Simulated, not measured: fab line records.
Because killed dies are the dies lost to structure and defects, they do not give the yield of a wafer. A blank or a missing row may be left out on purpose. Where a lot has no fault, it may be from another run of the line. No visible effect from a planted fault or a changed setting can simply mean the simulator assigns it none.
What tool caused it? | flow sky130 | 72 wafers from 24 lots sampled at 5 of the route's 708 steps

## WHAT THE GAUGES READ, wafer by wafer
SKY_METAL1_RS_MEAS_05: a four-point-probe measurement. Usual: METAL1_ALCU_RS 0.1268 ohm/sq, standard deviation 0.0013.
lot  | measured     | on            | METAL1_ALCU_RS (ohm/sq) | flag
L074 | day 31 08:49 | film metro-01 | 0.1268 0.1266 0.1266    |
L075 | day 32 02:50 | film metro-04 | 0.1269 0.1258 0.1258    |
L076 | day 32 05:50 | film metro-01 | 0.1263 0.1256 0.1260    |
L077 | day 32 19:15 | film metro-01 | 0.1265 0.1285 0.1274    |
L078 | day 34 00:50 | film metro-03 | 0.1276 0.1272 0.1274    |
L079 | day 34 02:05 | film metro-01 | 0.1264 0.1260 0.1252    |
L080 | day 34 02:22 | film metro-01 | 0.1279 0.1280 0.1275    |
L081 | day 34 03:44 | film metro-01 | 0.1262 0.1262 0.1263    |
L082 | day 34 09:26 | film metro-03 | 0.1258 0.1267 0.1261    |
L083 | day 34 18:10 | film metro-01 | 0.1257 0.1250 0.1253    |
L084 | day 35 06:41 | film metro-03 | 0.1272 0.1271 0.1253    |
L086 | day 35 15:06 | film metro-04 | 0.1266 0.1256 0.1256    |
L085 | day 35 18:28 | film metro-01 | 0.1270 0.1278 0.1276    |
L087 | day 36 02:55 | film metro-01 | 0.1282 0.1297 0.1296    |
L088 | day 36 03:46 | film metro-04 | 0.1258 0.1258 0.1257    |
L089 | day 36 23:03 | film metro-04 | 0.1250 0.1268 0.1247    |
L090 | day 37 06:37 | film metro-03 | 0.1259 0.1256 0.1259    |
L091 | day 37 11:52 | film metro-03 | 0.1256 0.1276 0.1262    |
L092 | day 37 16:41 | film metro-03 | 0.1261 0.1265 0.1256    |
L093 | day 37 18:11 | film metro-03 | 0.1267 0.1260 0.1260    |
L094 | day 38 02:17 | film metro-03 | 0.1278 0.1280 0.1276    |
L095 | day 38 08:54 | film metro-01 | 0.1277 0.1278 0.1286    |
L097 | day 39 11:26 | film metro-04 | 0.1271 0.1287 0.1276    |
L096 | day 40 15:08 | film metro-03 | 0.1287 0.1290 0.1288    |

SKY_VIA1_THK_MEAS_01. Usual: VIA1_HDPCVD_THK 1028 nm, standard deviation 11.
lot  | measured     | on            | VIA1_HDPCVD_THK (nm) | flag
L074 | day 32 13:19 | film metro-02 | 1022 1020 1020       |
L075 | day 33 07:29 | film metro-04 | 1031 1048 1032       |
L076 | day 33 08:22 | film metro-01 | 1028 1021 1028       |
L077 | day 33 22:44 | film metro-01 | 1037 1015 1039       |
L078 | day 35 04:55 | film metro-02 | 1036 1032 1028       |
L079 | day 35 05:23 | film metro-01 | 1050 1026 1038       |
L080 | day 35 05:43 | film metro-04 | 1021 1032 1029       |
L081 | day 35 07:33 | film metro-01 | 1010 1008 1021       |
L082 | day 35 13:12 | film metro-04 | 1024 1022 1028       |
L083 | day 35 21:22 | film metro-01 | 1033 1026 1022       |
L084 | day 36 09:44 | film metro-02 | 1022 1001 1015       |
L086 | day 36 18:35 | film metro-04 | 1041 1048 1029       |
L085 | day 36 21:10 | film metro-02 | 1010 1015 1005       |
L087 | day 37 05:34 | film metro-02 | 1009 1001 1023       |
L088 | day 37 07:17 | film metro-02 | 1021 1030 1023       |
L089 | day 38 02:38 | film metro-02 | 1025 1027 1027       |
L090 | day 38 10:42 | film metro-02 | 1026 1045 1046       |
L091 | day 38 14:50 | film metro-04 | 1033 1026 1034       |
L092 | day 38 19:33 | film metro-04 | 1026 1031 1034       |
L093 | day 38 21:04 | film metro-04 | 1029 1023 1008       |
L094 | day 39 04:42 | film metro-01 | 1044 1037 1044       |
L095 | day 39 11:38 | film metro-04 | 1046 1047 1040       |
L097 | day 40 12:58 | film metro-04 | 1036 1032 1024       |
L096 | day 41 16:29 | film metro-02 | 1016 1023 1029       |

SKY_VIA2_RS_MEAS_22: a four-point-probe measurement. Usual: VIA2_W_RS 0.2725 ohm/sq, standard deviation 0.0029.
lot  | measured     | on            | VIA2_W_RS (ohm/sq)   | flag
L074 | day 36 01:17 | film metro-03 | 0.2742 0.2717 0.2742 |
L075 | day 36 19:26 | film metro-02 | 0.2731 0.2720 0.2759 |
L076 | day 36 20:25 | film metro-04 | 0.2752 0.2742 0.2759 |
L077 | day 37 10:20 | film metro-03 | 0.2719 0.2694 0.2684 |
L078 | day 38 15:28 | film metro-03 | 0.2747 0.2696 0.2741 |
L079 | day 38 15:52 | film metro-02 | 0.2731 0.2733 0.2739 |
L080 | day 38 16:07 | film metro-03 | 0.2686 0.2676 0.2712 |
L081 | day 38 18:02 | film metro-03 | 0.2718 0.2749 0.2743 |
L082 | day 38 22:36 | film metro-02 | 0.2722 0.2739 0.2728 |
L083 | day 39 07:31 | film metro-04 | 0.2751 0.2746 0.2721 |
L084 | day 39 19:48 | film metro-03 | 0.2741 0.2764 0.2729 |
L086 | day 40 04:20 | film metro-02 | 0.2772 0.2788 0.2798 |
L085 | day 40 06:04 | film metro-04 | 0.2744 0.2727 0.2710 |
L087 | day 40 14:35 | film metro-04 | 0.2743 0.2746 0.2773 |
L088 | day 40 15:32 | film metro-02 | 0.2709 0.2666 0.2683 |
L089 | day 41 10:52 | film metro-03 | 0.2717 0.2715 0.2732 |
L090 | day 41 16:50 | film metro-02 | 0.2777 0.2740 0.2757 |
L091 | day 41 22:07 | film metro-03 | 0.2715 0.2702 0.2679 |
L092 | day 42 01:16 | film metro-04 | 0.2675 0.2697 0.2700 |
L093 | day 42 03:07 | film metro-02 | 0.2741 0.2750 0.2759 |
L094 | day 42 10:27 | film metro-02 | 0.2698 0.2683 0.2681 |
L095 | day 42 16:20 | film metro-04 | 0.2717 0.2693 0.2701 |
L097 | day 43 16:06 | film metro-04 | 0.2732 0.2733 0.2750 |
L096 | day 44 17:49 | film metro-03 | 0.2697 0.2668 0.2690 |

SKY_CAPM_RS_MEAS_03: a four-point-probe measurement. Usual: CAPM_TIN_RS 6.91 ohm/sq, standard deviation 0.072.
lot  | measured     | on            | CAPM_TIN_RS (ohm/sq) | flag
L074 | day 36 02:07 | film metro-04 | 6.93 6.97 6.96       |
L075 | day 36 20:16 | film metro-03 | 6.94 6.94 6.89       |
L076 | day 36 21:15 | film metro-04 | 6.83 6.90 6.98       |
L077 | day 37 11:09 | film metro-04 | 7.01 6.99 7.01       |
L078 | day 38 16:17 | film metro-01 | 6.91 6.84 6.77       |
L079 | day 38 16:55 | film metro-03 | 6.86 6.86 6.90       |
L080 | day 38 17:09 | film metro-04 | 6.91 6.81 6.79       |
L081 | day 38 18:52 | film metro-01 | 6.92 6.88 6.90       |
L082 | day 38 23:26 | film metro-04 | 6.84 6.88 6.80       |
L083 | day 39 08:20 | film metro-03 | 6.79 6.82 6.87       |
L084 | day 39 20:37 | film metro-03 | 6.97 6.98 7.02       |
L086 | day 40 05:10 | film metro-04 | 6.91 6.91 7.06       |
L085 | day 40 06:53 | film metro-01 | 6.74 6.84 6.81       |
L087 | day 40 15:40 | film metro-01 | 7.02 7.08 7.00       |
L088 | day 40 16:22 | film metro-03 | 6.84 6.92 6.91       |
L089 | day 41 11:41 | film metro-04 | 6.91 6.82 6.98       |
L090 | day 41 17:40 | film metro-04 | 6.95 7.04 7.04       |
L091 | day 41 22:56 | film metro-03 | 6.89 6.92 6.95       |
L092 | day 42 02:05 | film metro-03 | 6.87 6.90 6.95       |
L093 | day 42 03:56 | film metro-04 | 6.87 6.92 6.92       |
L094 | day 42 11:16 | film metro-01 | 6.92 6.91 6.93       |
L095 | day 42 17:10 | film metro-01 | 6.94 6.85 6.90       |
L097 | day 43 16:56 | film metro-04 | 6.87 6.86 6.88       |
L096 | day 44 18:40 | film metro-03 | 6.93 6.91 6.90       |

## TOOL THAT RAN EACH LOT (tool first, then ch and the chambers of the sampled wafers, then the start)
lot  | SKY_METAL1_SPUTTER_01
L074 | pvd sputter-04, day 31 08:41
L075 | pvd sputter-03, day 32 02:39
L076 | pvd sputter-03, day 32 05:43
L077 | pvd sputter-01, day 32 19:04
L078 | pvd sputter-03, day 34 00:41
L079 | pvd sputter-01, day 34 01:55
L080 | pvd sputter-03, day 34 02:15
L081 | pvd sputter-01, day 34 03:34
L082 | pvd sputter-03, day 34 09:17
L083 | pvd sputter-03, day 34 18:02
L084 | pvd sputter-03, day 35 06:34
L086 | pvd sputter-01, day 35 14:59
L085 | pvd sputter-01, day 35 18:22
L087 | pvd sputter-04, day 36 02:47
L088 | pvd sputter-03, day 36 03:37
L089 | pvd sputter-03, day 36 22:55
L090 | pvd sputter-03, day 37 06:28
L091 | pvd sputter-03, day 37 11:44
L092 | pvd sputter-04, day 37 16:32
L093 | pvd sputter-03, day 37 18:03
L094 | pvd sputter-03, day 38 02:10
L095 | pvd sputter-01, day 38 08:47
L097 | pvd sputter-01, day 39 11:20
L096 | pvd sputter-01, day 40 15:01
- SKY_METAL1_SPUTTER_01: material TiN, target thk 20 nm, time 16.7 s.

## AS READ BY THE TOOLS THEMSELVES (means over the sampled wafers that have a number; for cases with no such wafer, the mark the record gives instead)
SKY_METAL1_SPUTTER_01. Usual: throttle valve pct reads 30.7 % (standard deviation 1.1).
lot  | tool           | throttle valve pct (%) | flag
L074 | pvd sputter-04 | 30.4                   |
L075 | pvd sputter-03 | 29.9                   |
L076 | pvd sputter-03 | 31.5                   |
L077 | pvd sputter-01 | 30.1                   |
L078 | pvd sputter-03 | 31.9                   |
L079 | pvd sputter-01 | 30.0                   |
L080 | pvd sputter-03 | 30.8                   |
L081 | pvd sputter-01 | 30.3                   |
L082 | pvd sputter-03 | 32.3                   |
L083 | pvd sputter-03 | 31.9                   |
L084 | pvd sputter-03 | 31.1                   |
L086 | pvd sputter-01 | 30.2                   |
L085 | pvd sputter-01 | 29.9                   |
L087 | pvd sputter-04 | 30.5                   |
L088 | pvd sputter-03 | 31.4                   |
L089 | pvd sputter-03 | 30.6                   |
L090 | pvd sputter-03 | 30.7                   |
L091 | pvd sputter-03 | 30.7                   |
L092 | pvd sputter-04 | 30.5                   |
L093 | pvd sputter-03 | 31.3                   |
L094 | pvd sputter-03 | 31.6                   |
L095 | pvd sputter-01 | 29.9                   |
L097 | pvd sputter-01 | 30.0                   |
L096 | pvd sputter-01 | 30.0                   |

## THE ANSWER, worked out from the rows above alone
Rule: take the mean of a lot's wafers that have a number; if it is more than 3 standard deviations from the usual mean, the lot is off. A lot without any number at a reading at which 4 lots or more have one is off too. All remaining lots with rows at the step are treated as sound. After the gauges, taken in route order, come the tools' own readings; for these a lot's mean is taken, as printed above. The first step at which some lot is off is used, and at that step the reading that is off furthest; a lot without a number counts as furthest.
None of the lots is off at any reading shown; this tells nothing.

## WHAT THE SIMULATOR HAD PUT IN
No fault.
